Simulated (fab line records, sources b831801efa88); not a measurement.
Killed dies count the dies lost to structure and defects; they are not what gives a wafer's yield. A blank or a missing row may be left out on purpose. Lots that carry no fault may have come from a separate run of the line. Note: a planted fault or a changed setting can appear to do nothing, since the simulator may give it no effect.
Which of the tools did it?	flow gf180mcu	72 wafers from 24 lots sampled at 2 of the route's 602 steps

## WHAT EACH GAUGE READ, for each wafer
GF_HV_LDD_THK_MEAS_55. Usual: HV_LDD_CVD_54_THK typically reads 9.97 nm, with standard deviation 0.13.
lot	measured	on	HV_LDD_CVD_54_THK (nm)	flag
L074	day 12 06:10	film metro-04	10.05 9.99 10.02	
L075	day 12 13:23	film metro-04	10.11 10.25 10.12	
L076	day 12 17:43	film metro-04	9.87 9.82 9.88	
L077	day 12 23:35	film metro-02	10.27 10.10 10.02	
L078	day 13 08:55	film metro-02	9.89 9.98 9.98	
L079	day 13 15:32	film metro-02	10.03 10.14 9.95	
L080	day 13 22:06	film metro-04	9.89 9.86 9.70	
L081	day 14 08:43	film metro-04	9.92 9.83 10.00	
L082	day 14 18:31	film metro-02	9.88 9.79 9.93	
L084	day 15 08:35	film metro-01	9.88 9.97 9.99	
L083	day 15 08:36	film metro-02	10.19 10.18 10.17	
L085	day 15 14:53	film metro-04	9.84 9.71 9.69	
L086	day 15 21:33	film metro-04	10.17 10.09 10.18	
L087	day 16 16:44	film metro-01	9.83 9.90 9.82	
L088	day 16 16:52	film metro-04	10.04 10.03 9.98	
L089	day 17 13:15	film metro-02	10.14 10.05 10.13	
L090	day 17 14:17	film metro-01	9.86 9.83 9.81	
L091	day 17 23:56	film metro-01	9.92 10.01 9.98	
L093	day 18 10:17	film metro-04	9.89 9.97 10.01	
L092	day 18 11:19	film metro-02	9.86 9.93 9.96	
L094	day 18 18:05	film metro-01	9.95 10.07 9.94	
L095	day 19 07:45	film metro-04	9.85 9.75 9.85	
L096	day 19 08:02	film metro-04	9.86 9.75 9.75	
L097	day 19 23:13	film metro-04	9.87 9.93 9.97	

GF_HV_LDD_THK_MEAS_57. Usual: HV_LDD_CVD_56_THK typically reads 89.9 nm, with standard deviation 0.79.
lot	measured	on	HV_LDD_CVD_56_THK (nm)	flag
L074	day 12 08:22	film metro-02	91.7 91.9 91.1	
L075	day 12 19:09	film metro-02	89.6 90.1 91.0	
L076	day 12 20:34	film metro-02	89.6 90.0 89.2	
L077	day 13 02:22	film metro-04	89.6 89.6 89.1	
L078	day 13 12:20	film metro-04	89.8 89.6 88.4	
L079	day 13 17:01	film metro-04	88.5 88.3 88.6	
L080	day 13 23:35	film metro-02	90.3 90.8 90.2	
L081	day 14 11:29	film metro-02	89.2 89.8 89.2	
L082	day 14 21:17	film metro-04	89.5 90.2 89.1	
L084	day 15 10:05	film metro-01	90.6 90.8 89.6	
L083	day 15 10:05	film metro-04	89.1 89.6 89.1	
L085	day 15 16:23	film metro-04	89.7 89.3 90.2	
L086	day 15 23:02	film metro-01	88.7 90.1 89.3	
L087	day 16 18:14	film metro-04	90.4 90.6 89.9	
L088	day 16 18:23	film metro-04	89.7 89.0 89.8	
L089	day 17 15:08	film metro-01	91.2 91.2 91.3	
L090	day 17 16:34	film metro-01	91.6 90.7 90.7	
L091	day 18 01:26	film metro-01	90.1 90.6 90.7	
L093	day 18 12:44	film metro-01	89.5 89.5 89.3	
L092	day 18 13:37	film metro-04	89.3 89.5 89.6	
L094	day 18 19:34	film metro-02	89.3 89.5 88.6	
L095	day 19 09:17	film metro-04	89.4 89.1 89.6	
L096	day 19 09:32	film metro-01	90.6 90.9 89.9	
L097	day 20 00:42	film metro-01	89.4 89.4 89.8	

## WHICH TOOL RAN EACH LOT (tool, then ch and the chambers of the sampled wafers, then the start)
The record holds no process step before these readings.

## WHAT THE TOOLS THEMSELVES READ (means of the sampled wafers that have a number; where no wafer has one, the mark that the record gives instead)
The record holds no such reading with a usual standard deviation.

## THE ANSWER, worked out from the rows above alone
Rule: lot off if the mean of its wafers having a number is beyond 3 standard deviations from the usual mean. Also off: a lot with no number at a reading for which 4 or more lots have one. All remaining lots with rows at the step are treated as sound. Order of review: gauges by route order, followed by the tools' own readings, for which a lot's mean as printed above is used. The first step at which some lot is off is used, and at that step the reading that is off furthest; a lot without a number counts as furthest.
Across all readings shown, no lot is off: no conclusion can be drawn from this.

## WHAT WAS PUT IN BY THE SIMULATOR
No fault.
